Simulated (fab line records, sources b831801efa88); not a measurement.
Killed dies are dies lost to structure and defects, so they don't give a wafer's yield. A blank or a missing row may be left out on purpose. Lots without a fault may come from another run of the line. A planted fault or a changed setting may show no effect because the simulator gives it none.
One fault seen from 2 desks | flow gf180mcu | each desk has only its own numbers; what lay behind them comes last

THE TOOL OWNER'S DESK: pvd_sputter-03
The tool's own readings at GF_M4_SPUTTER_04 (material TiN, target thk 50 nm, time 41.7 s): means of the sampled wafers that have a number, for each lot that ran on this tool. A lot is out of limits, marked OUT, if its mean lies more than 4 standard deviations from the usual mean; the brackets give that distance.
Columns: A = chamber_pressure_pa at GF_M4_SPUTTER_04, usual 0.4001 Pa; B = throttle_valve_pct at GF_M4_SPUTTER_04, usual 29.9 %
lot  | first seen here | A                        | B
L488 | day 22 07:29    | 0.3998                   | 30.1
L503 | day 28 00:58    | 0.3996                   | 29.7
L508 | day 29 00:32    | 0.6901 (+99 or more) OUT | 22.3 (-9.1) OUT
L511 | day 29 16:32    | 0.6903 (+99 or more) OUT | 23.3 (-7.9) OUT
This desk's finding: out of limits on L508, L511; first on L508, day 29 00:32 (chamber_pressure_pa at GF_M4_SPUTTER_04). In limits: L488, L503.

THE METROLOGY DESK
What the gauges read, lot by lot, whatever tool the lot ran on: means of the sampled wafers that have a number. A lot is out of limits, marked OUT, if its mean lies more than 4 standard deviations from the usual mean; the brackets give that distance. Of its 9 readings 7 are shown: those that lie furthest out on some lot.
Columns: A = V3_W_THK at GF_V3_THK_MEAS_25, usual 353 nm; B = M4_ALCU_RS at GF_M4_RS_MEAS_05, usual 0.0696 ohm/sq; C = M4_ALCU_THK at GF_M4_THK_MEAS_06, usual 449 nm; D = cd_nm at GF_M4_CD_MEAS_14, usual 280.0 nm; E = M4_OVL at GF_M4_OVL_MEAS_15, usual 1 nm; F = V4_CVD_02_THK at GF_V4_THK_MEAS_03, usual 853 nm; G = V4_BOW at GF_V4_BOW_MEAS_05, usual 135 um
lot  | first seen here | A   | B      | C   | D     | E  | F   | G
L488 | day 22 06:49    | 352 | 0.0695 | 450 | 278.9 | 4  | 843 | 148
L502 | day 27 12:04    | 350 | 0.0704 | 443 | 280.1 | 1  | 846 | 129
L503 | day 28 00:19    | 351 | 0.0696 | 455 | 280.5 | 8  | 850 | 138
L508 | day 28 23:49    | 353 | 0.0693 | 460 | 279.9 | 0  | 855 | 129
L509 | day 29 05:38    | 358 | 0.0701 | 446 | 280.8 | 11 | 863 | 132
L511 | day 29 15:55    | 353 | 0.0686 | 466 | 278.7 | -0 | 859 | 119
This desk's finding: nothing out of limits on any of the 6 lots.

PUT TOGETHER
The tool owner's desk could have raised an alarm at day 29 00:32, on L508, L511.
The metrology desk saw nothing out of limits.
The metrology desk has L508, L511 on record, within its limits.
Of the lots named, all ran GF_M4_SPUTTER_04 on pvd_sputter-03.

WHAT THE SIMULATOR HAD PUT IN
Process parameter drift: pvd_sputter-03, from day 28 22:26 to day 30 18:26, at GF_M4_SPUTTER_04. Setting chamber_pressure_pa, moved by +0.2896, from 0.4. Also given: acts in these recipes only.
Lots struck among those shown: L508, L511.
Hours from the fault's start to each desk's first reading out of limits: the tool owner's desk, 2.
